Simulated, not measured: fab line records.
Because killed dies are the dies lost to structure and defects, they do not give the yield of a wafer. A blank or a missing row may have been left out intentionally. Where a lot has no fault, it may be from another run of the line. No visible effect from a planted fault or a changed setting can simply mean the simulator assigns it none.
fab line records + flow gf180mcu
record
- lots=5
- wafers=15
- last_day=34
route steps=602 shown VT_IMPLANT@106
lots that met no fault: from a run of the same line without faults
start_h: the number of hours between the record's first day and the start of the first shown wafer of the lot + wait_h: hours elapsed since this lot's preceding step + " identical to the entry in the row above + L1.1+2: a row that stands for several wafers + - value missing, or start not given + * or withheld: withheld + < > ~ a bound
route shown NAME@n: a module of which the file shows steps, and the number in the route of the first + usual: the fault-free wafers' mean and standard deviation + same: alike in all rows + chamber/n: place in a boat + sites: readings site by site + _std_site: their standard deviation + _edge_site: inner sites' mean taken away from outer sites' mean + radius_mm: how far each site lies from the wafer's centre + mask NAME#n: copy n + behind: tool/chamber where the wafer was last shaped + hold: reason for holding the lot/hours on hold/outcome of the hold + device: transistor that didn't switch, given as n, p or np + end of line: the same wafers' tests at the end of the route + where a step has no rows: the recipe by itself + killed: not the wafer's yield, but the dies lost to structure and defects at the first sort + map: per-die view of a wafer (x killed, . not killed, _ where there is no die)
set.NAME: the setting as run; set.NAME@STEP: as run at that earlier step + model.NAME: the simulator's own value behind a step, which no gauge read
lots at selected steps of the route; one table per step, one row per wafer
services: when a tool's chamber went out of use (start_h, in hours from the record's first day, below 0 if earlier), for how many hours, and the reason
## steps
# step GF_VT_IMPLANT_PEB_16
# recipe
- temp_c=withheld
- time_s=*
- resist=NOVOLAK
| lot.wafer  | tool           | chamber | start_h | wait_h |
|------------|----------------|---------|---------|--------|
| L078.2+3+4 | litho_track-04 | 0       | -       | -      |
| L082.1+5+6 | litho_track-03 | 0       | -       | -      |
| L088.3+5+6 | litho_track-04 | 0       | -       | -      |
| L089.1+2+3 | litho_track-04 | 0       | -       | -      |
| L095.4+5+6 | litho_track-03 | 0       | -       | -      |
# step GF_VT_IMPLANT_DEVELOP_17
# recipe
- develop_time_s=60
- dev_temp_c=23
| lot.wafer  | tool           | chamber | start_h | wait_h |
|------------|----------------|---------|---------|--------|
| L078.2+3+4 | litho_track-04 | 0       | 148.68  | 0.1    |
| L082.1+5+6 | litho_track-03 | 0       | 175.52  | 0.1    |
| L088.3+5+6 | litho_track-04 | 0       | 214.75  | 0.1    |
| L089.1+2+3 | litho_track-04 | 0       | 222.95  | 0.1    |
| L095.4+5+6 | litho_track-03 | 0       | 258.80  | 0.1    |
# step GF_VT_IMPLANT_OVL_MEAS_18
# usual
- VT_IMPLANT_01_OVL=0.6/1.3
| lot.wafer | tool       | chamber | start_h | wait_h | VT_IMPLANT_01_OVL[nm] |
|-----------|------------|---------|---------|--------|-----------------------|
| L078.2    | overlay-02 | -       | 148.81  | 0.1    | -0.3                  |
| L078.3    | "          | -       | "       | "      | -1.2                  |
| L078.4    | "          | -       | "       | "      | -0.8                  |
| L082.1    | overlay-01 | -       | 175.67  | 0.1    | 0.4                   |
| L082.5    | "          | -       | "       | "      | 0.7                   |
| L082.6    | "          | -       | "       | "      | -0.1                  |
| L088.3    | overlay-01 | -       | 214.86  | 0.1    | -1.5                  |
| L088.5    | "          | -       | "       | "      | -1.2                  |
| L088.6    | "          | -       | "       | "      | 0.9                   |
| L089.1    | overlay-01 | -       | 223.10  | 0.1    | 0.5                   |
| L089.2    | "          | -       | "       | "      | 0.0                   |
| L089.3    | "          | -       | "       | "      | 1.0                   |
| L095.4    | overlay-01 | -       | 258.89  | 0.1    | 1.7                   |
| L095.5    | "          | -       | "       | "      | 1.5                   |
| L095.6    | "          | -       | "       | "      | -1.6                  |
# step GF_VT_IMPLANT_IMPLANT_19
# recipe
- species=As
- energy_kev=100
- dose_cm2=4.35e+12
- tilt_deg=7
| lot.wafer  | tool         | chamber | start_h | wait_h |
|------------|--------------|---------|---------|--------|
| L078.2+3+4 | implanter-04 | 0       | 148.86  | 0.0    |
| L082.1+5+6 | implanter-04 | 0       | 175.71  | 0.0    |
| L088.3+5+6 | implanter-02 | 0       | 214.94  | 0.1    |
| L089.1+2+3 | implanter-04 | 0       | 223.14  | 0.0    |
| L095.4+5+6 | implanter-02 | 0       | 258.98  | 0.1    |
# step GF_VT_IMPLANT_STRIP_20
# recipe
- chemistry=O2/N2
- power_w=1400
- pressure_mtorr=1500
- platen_temp_c=250
- o2_flow_sccm=3000
- n2_flow_sccm=300
- overash_fraction=0.5
# usual
- drypump_motor_current_A=5.8/0.39
- heater_power_w=335/33
- oes_product_au=0.716/0.0045
- strip_time_to_endpoint_s=12.60/0.034
| lot.wafer | tool            | chamber | start_h | wait_h | drypump_motor_current_A | heater_power_w | oes_product_au | rf_hours_counter_h | strip_time_to_endpoint_s |
|-----------|-----------------|---------|---------|--------|-------------------------|----------------|----------------|--------------------|--------------------------|
| L078.2    | plasma_asher-02 | 1       | 148.99  | 0.1    | 5.8                     | 382            | 0.715          | 54                 | 12.59                    |
| L078.3    | "               | 0       | "       | "      | 6.1                     | 325            | 0.723          | -                  | 12.62                    |
| L078.4    | "               | 1       | "       | "      | 5.8                     | 382            | 0.719          | -                  | 12.59                    |
| L082.1    | plasma_asher-01 | 1       | 175.86  | 0.1    | 5.3                     | 310            | 0.707          | 41                 | 12.62                    |
| L082.5    | "               | 0       | "       | "      | 5.2                     | 366            | 0.717          | -                  | 12.60                    |
| L082.6    | "               | 1       | "       | "      | 5.4                     | 303            | 0.717          | -                  | 12.60                    |
| L088.3    | plasma_asher-04 | 1       | 215.07  | 0.1    | 6.3                     | 305            | 0.709          | -                  | 12.59                    |
| L088.5    | "               | 0       | "       | "      | 5.6                     | 302            | 0.718          | -                  | 12.58                    |
| L088.6    | "               | 1       | "       | "      | 6.3                     | 311            | 0.723          | -                  | 12.54                    |
| L089.1    | plasma_asher-02 | 1       | 223.29  | 0.1    | 5.8                     | 375            | 0.716          | 62                 | 12.68                    |
| L089.2    | "               | 0       | "       | "      | 6.2                     | 317            | 0.718          | 62                 | 12.64                    |
| L089.3    | "               | 0       | "       | "      | 6.1                     | 324            | 0.719          | -                  | 12.63                    |
| L095.4    | plasma_asher-01 | 1       | 259.09  | 0.1    | 5.3                     | 304            | 0.708          | -                  | 12.67                    |
| L095.5    | "               | 1       | "       | "      | 5.3                     | 299            | 0.720          | -                  | 12.60                    |
| L095.6    | "               | 0       | "       | "      | 5.2                     | 372            | 0.727          | -                  | 12.66                    |
# step GF_VT_IMPLANT_TW_MEAS_21
# usual
- VT_IMPLANT_2_TW=1219/8.3
| lot.wafer | tool          | chamber | start_h | wait_h | VT_IMPLANT_2_TW |
|-----------|---------------|---------|---------|--------|-----------------|
| L078.2    | film_metro-01 | -       | 149.10  | 0.1    | 1228            |
| L078.3    | "             | -       | "       | "      | 1228            |
| L078.4    | "             | -       | "       | "      | 1225            |
| L082.1    | film_metro-03 | -       | 175.96  | 0.1    | 1229            |
| L082.5    | "             | -       | "       | "      | 1230            |
| L082.6    | "             | -       | "       | "      | 1236            |
| L088.3    | film_metro-04 | -       | 215.16  | 0.1    | 1212            |
| L088.5    | "             | -       | "       | "      | 1218            |
| L088.6    | "             | -       | "       | "      | 1213            |
| L089.1    | film_metro-03 | -       | 223.39  | 0.1    | 1220            |
| L089.2    | "             | -       | "       | "      | 1221            |
| L089.3    | "             | -       | "       | "      | 1225            |
| L095.4    | film_metro-03 | -       | 259.19  | 0.1    | 1216            |
| L095.5    | "             | -       | "       | "      | 1215            |
| L095.6    | "             | -       | "       | "      | 1217            |
# step GF_VT_IMPLANT_DEHYDRATE_22
# recipe
- temp_c=200
- time_s=60
| lot.wafer  | tool           | chamber | start_h | wait_h |
|------------|----------------|---------|---------|--------|
| L078.2+3+4 | litho_track-04 | 0       | 155.98  | 6.9    |
| L082.1+5+6 | litho_track-03 | 0       | 183.57  | 7.6    |
| L088.3+5+6 | litho_track-03 | 0       | 223.72  | 8.6    |
| L089.1+2+3 | litho_track-01 | 0       | 231.87  | 8.5    |
| L095.4+5+6 | litho_track-01 | 0       | 267.99  | 8.8    |
## services
| tool            | chamber | start_h | hours | kind   |
|-----------------|---------|---------|-------|--------|
| plasma_asher-04 | -       | 135.19  | 14.6  | pm     |
| implanter-02    | -       | 168.68  | 1.9   | repair |
| implanter-04    | -       | 169.30  | 2.8   | repair |
| implanter-02    | -       | 191.54  | 3.2   | repair |
| plasma_asher-01 | -       | 206.98  | 0.7   | repair |
| implanter-04    | -       | 224.64  | 6.2   | repair |
| implanter-04    | -       | 242.69  | 0.6   | repair |
| implanter-02    | -       | 259.16  | 1.4   | repair |
## key
fault none
